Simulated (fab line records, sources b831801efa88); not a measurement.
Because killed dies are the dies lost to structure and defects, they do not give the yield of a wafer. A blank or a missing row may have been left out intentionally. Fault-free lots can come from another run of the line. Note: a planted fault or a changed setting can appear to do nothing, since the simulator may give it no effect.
Struck lot and sound lot, side by side + flow sky130 + 15 steps out of a route of 708
Sound: these wafers, L508.4, L508.5, L508.6. Struck: wafers L519.2, L519.3. (L519.1 of the same lot was not struck and is left out.) The cause comes at the end.
For every step that has rows: the tool of each side, followed by ch and its chambers, followed by its first start. Under that, the readings that differ: sound wafers + struck wafers + difference of the means + sigmas: that difference in standard deviations of wafers without a fault.
alike: readings whose means differ by less than 2 such deviations, and words and numbers that are the same on both sides. not compared: withheld readings, readings that some wafer has no value for, bounds like >300 that may hide the same value, and numbers for which the record gives no deviation and whose values overlap.
A row with sigmas, a row that says differs or no value, or rows on one side alone: a step with any of these is where the two part. Numbers that have no deviation but don't overlap get no sigmas and don't part them. A reading missing from all wafers of one side parts the sides only when that side holds two or more wafers.

SKY_VIA3_ETCH_14: etches BARC in N2/H2, stops on SiO2, time 45.9 s, target depth 60 nm.
  sound on rieDiel-01 ch 0,2,3, day 40 14:59; struck on rieDiel-02 ch 0,1, day 43 17:47
| reading             | sound | struck | difference                   | sigmas |
|---------------------|-------|--------|------------------------------|--------|
| rfHoursCounterH (h) | - - - | 8 6    | no value on the sound wafers |        |
  alike: chamberPressureMTorr, drypumpMotorCurrentA, oesProductAu, throttleValvePct
then, 1 step without rows for these wafers: SKY_VIA3_ETCH_15 (etches SiO2 in C4F8/O2/Ar, stops on TiN, target depth 507 nm, time 78 s).
SKY_VIA3_STRIP_16: strips in O2/N2.
  sound on plasmaAsher-03 ch 0,1, day 40 15:07; struck on plasmaAsher-01 ch 0, day 43 17:53
  alike: chamberPressureMTorr, drypumpMotorCurrentA, oesProductAu, stripTimeToEndpointS
  not compared: rfHoursCounterH
then, 3 steps without rows for these wafers: SKY_VIA3_STRIP_17 (strips in post etch residue remover, time 1200 s); SKY_VIA3_CLEAN_18 (cleans in IPA, time 180 s); SKY_VIA3_CLEAN_19 (cleans in O3/DIW).
SKY_VIA3_SPUTTER_20: material TiN, target thk 20 nm, time 80 s.
  sound on pvdSputter-01 at day 40 15:40; struck on pvdSputter-01 at day 43 18:29
  alike: chamberPressurePa, throttleValvePct
then, 1 step without rows for these wafers: SKY_VIA3_CVD_21 (deposits W, target thk 390 nm, time 117.31 s).
SKY_VIA3_RS_MEAS_22: a four-point-probe measurement.
  sound on filmMetro-04 at day 40 15:55; struck on filmMetro-02 at day 43 18:40
  alike: VIA3_W_RS
SKY_VIA3_THK_MEAS_23: measures by xrf.
  sound on filmMetro-04 at day 40 16:00; struck on filmMetro-02 at day 43 18:47
| reading         | sound       | struck  | difference | sigmas |
|-----------------|-------------|---------|------------|--------|
| VIA3_W_THK (nm) | 408 410 407 | 424 421 | +14        | +2     |
SKY_VIA3_CMP_24: polishes, stops on SiO2, t overpolish 20 s, target thk 0 nm.
  sound on cmp-01 ch 1,2, day 40 16:02; struck on cmp-01 ch 1,2, day 43 18:51
  alike: motorCurrentA, overpolishRunS, retainingRingPressureFrac, timeToEndpointS
SKY_METAL4_SPUTTER_00: material Ti, target thk 15 nm, time 10 s.
  sound on pvdSputter-04 at day 40 16:20; struck on pvdSputter-02 at day 43 19:09
  alike: chamberPressurePa, throttleValvePct
SKY_METAL4_SPUTTER_01: material TiN, target thk 20 nm, time 16.7 s.
  sound on pvdSputter-04 at day 40 16:22; struck on pvdSputter-02 at day 43 19:10
| reading                                   | sound             | struck      | difference | sigmas |
|-------------------------------------------|-------------------|-------------|------------|--------|
| model.TiN_of_METAL4_SPUTTER_01.thkNm (nm) | 20.03 20.12 19.92 | 17.68 17.57 | -2.40      |        |
  alike: chamberPressurePa, throttleValvePct
then, 1 step without rows for these wafers: SKY_METAL4_SPUTTER_02 (material AlCu, target thk 735 nm, time 39.1 s).
SKY_PAD_OPEN_PROBE_99:
  the record holds rows for the sound wafers here (prober-02, day 46 16:04) but none for the struck ones

## WHERE THEY PART
First at SKY_VIA3_ETCH_14; last, within this record, at SKY_PAD_OPEN_PROBE_99.

WHY: what had been put in by the simulator
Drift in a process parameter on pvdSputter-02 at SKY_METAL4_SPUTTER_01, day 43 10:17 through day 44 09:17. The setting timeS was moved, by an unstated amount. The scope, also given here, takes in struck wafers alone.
